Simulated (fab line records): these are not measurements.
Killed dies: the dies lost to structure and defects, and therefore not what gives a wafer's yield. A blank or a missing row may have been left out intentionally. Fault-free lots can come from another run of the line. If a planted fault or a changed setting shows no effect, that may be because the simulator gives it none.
Which tool did it? | flow sky130 | 33 wafers sampled from 11 lots at 1 step of a route of 708

== WHAT THE GAUGES SHOWED, per wafer ==
SKY_METAL1_OVL_MEAS_16.
lot  | measured     | on         | METAL1_OVL (nm)
L753 | day 33 03:10 | overlay-02 | 7 14 10
L754 | day 33 04:49 | overlay-02 | 1 4 -1
L758 | day 35 06:08 | overlay-02 | -4 4 -2
L759 | day 35 08:35 | overlay-01 | 0 4 -1
L760 | day 35 10:04 | overlay-01 | 9 20 5
L762 | day 36 04:31 | overlay-01 | 5 5 11
L768 | day 37 16:53 | overlay-01 | 8 6 2
L770 | day 38 02:52 | overlay-01 | -2 5 -2
L773 | day 39 05:04 | overlay-02 | -1 3 -3
L775 | day 39 19:11 | overlay-01 | -4 -5 1
L776 | day 40 02:14 | overlay-02 | 0 -7 -2

== EACH LOT AND THE TOOL THAT RAN IT (in order: tool; ch and the chambers of the sampled wafers; start) ==
There is no process step in the record ahead of these readings.

== THE ANSWER, worked out from the rows above alone ==
Rule: the usual values come from the lots themselves. Put in order of their means at a reading, lots are off if they are a third of the lots or fewer, leave a main group of 4 or more, and stand apart from it by a gap of 3 or more times the standard deviation of the main group's means; of several such gaps the widest counts. The tables above print the reading to a certain number of digits; a main group whose means all agree to those digits is not used. A lot without any number at a reading at which 4 lots or more have one is off too. Any other lot the step has rows for is counted as sound.
Across all readings shown, no lot is off: no conclusion can be drawn from this.

== WHAT THE SIMULATOR PUT IN ==
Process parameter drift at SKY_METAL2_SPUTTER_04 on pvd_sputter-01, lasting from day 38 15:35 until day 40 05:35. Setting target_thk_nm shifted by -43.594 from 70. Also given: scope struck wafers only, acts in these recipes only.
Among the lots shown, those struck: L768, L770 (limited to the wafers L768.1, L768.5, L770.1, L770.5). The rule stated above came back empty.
